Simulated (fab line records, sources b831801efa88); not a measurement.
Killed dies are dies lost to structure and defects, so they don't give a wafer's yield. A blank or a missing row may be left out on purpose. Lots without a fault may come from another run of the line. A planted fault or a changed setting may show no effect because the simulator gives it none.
Problem report in the 8D (eight disciplines) form, filled by code | flow gf180mcu | the parts of the form that need people (team, actions taken, sign-off) are left out

1. THE PROBLEM
VT_IMPLANT_4_TW at GF_VT_IMPLANT_TW_MEAS_43 reads a mean of 1170 on 6 wafers of 2 lots; wafers without a fault read 690 with a standard deviation of 6.6. That is +73 standard deviations from the usual mean.
First seen on wafer L474.3, day 10 23:32, on film_metro-04. The record holds 42 wafers of 14 lots with a number at this step. Rule for "out", or "out of limits": more than 4 standard deviations from the usual mean. The other wafers with a number count as sound.

2. WHAT IT IS AND WHAT IT IS NOT
question                    | is                     | is not
which readings at this step | VT_IMPLANT_4_TW        | -
which lots                  | L474, L476             | L462, L463, L464, L466, L467, L468, L469, L470, L471, L473, L475, L485
which wafers of those lots  | all that have a number | -
read on which gauges        | film_metro-04          | film_metro-01, film_metro-03
when                        | from day 10 23:32      | up to then (30 sound wafers); but 6 sound wafers of L475, L485 came after

3. SUSPECTS, AND WHAT RULES EACH OUT
Counting: a tool at a process step up to the reading stays a suspect if it ran every lot that is out and no sound lot after the first of them.
- the gauge at GF_VT_IMPLANT_TW_MEAS_43: ruled out. All the wafers that are out were read on film_metro-04, but those of them that GF_VT_IMPLANT_IMPLANT_41 has rows for are out there too, on other tools.
- implanter-04 at GF_VT_IMPLANT_IMPLANT_41: kept. It ran every lot that is out, first L474 (day 10 23:17), and no sound lot after that; its last sound lot up to then is L471 (day 9 23:31). Its own readings are out on those wafers: dose_ions_cm2, faraday_current_uA.
Left after counting: implanter-04 at GF_VT_IMPLANT_IMPLANT_41.

4. THE CAUSE (what the simulator had put in)
Process parameter drift: implanter-04, from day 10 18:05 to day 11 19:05, at GF_VT_IMPLANT_IMPLANT_41. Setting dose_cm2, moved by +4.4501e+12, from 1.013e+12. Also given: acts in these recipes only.
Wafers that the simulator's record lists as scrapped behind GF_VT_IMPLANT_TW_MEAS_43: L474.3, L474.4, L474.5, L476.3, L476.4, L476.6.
Counting left only this tool.

5. THE CHAIN OF EFFECTS, in route order
Each row: a reading whose mean over the struck wafers that have a number lies more than 3 standard deviations from the usual. Only readings for which the record gives a usual standard deviation are gone through. hours: the time from each lot's start at the first step in this table that gives one to its start at this step, as a median over the lots. sigmas: the change in usual standard deviations.
hours | step                     | reading            | usual      | on struck wafers | change      | sigmas
0     | GF_VT_IMPLANT_IMPLANT_41 | dose_ions_cm2      | 1.0132e+12 | 5.4626e+12       | +4.4494e+12 | +99 or more
0     | GF_VT_IMPLANT_IMPLANT_41 | faraday_current_uA | 5.74       | 30.65            | +24.91      | +99 or more
0     | GF_VT_IMPLANT_TW_MEAS_43 | VT_IMPLANT_4_TW    | 690        | 1170             | +480        | +73
The process steps in it:
- GF_VT_IMPLANT_IMPLANT_41

6. WHAT WOULD HAVE CAUGHT IT SOONER
In this record the first reading out of limits at a measuring or inspecting step was taken at day 10 23:32, 5 hours after the fault began at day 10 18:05.
The tool's own readings at GF_VT_IMPLANT_IMPLANT_41 were out on every struck wafer that the step has a row for (dose_ions_cm2, faraday_current_uA): an alarm limit on them would have fired on the first of those.
Of the lots that are out (2), L476 began GF_VT_IMPLANT_IMPLANT_41 on implanter-04 after day 10 23:32. A hold on the tool at that time would have spared it.
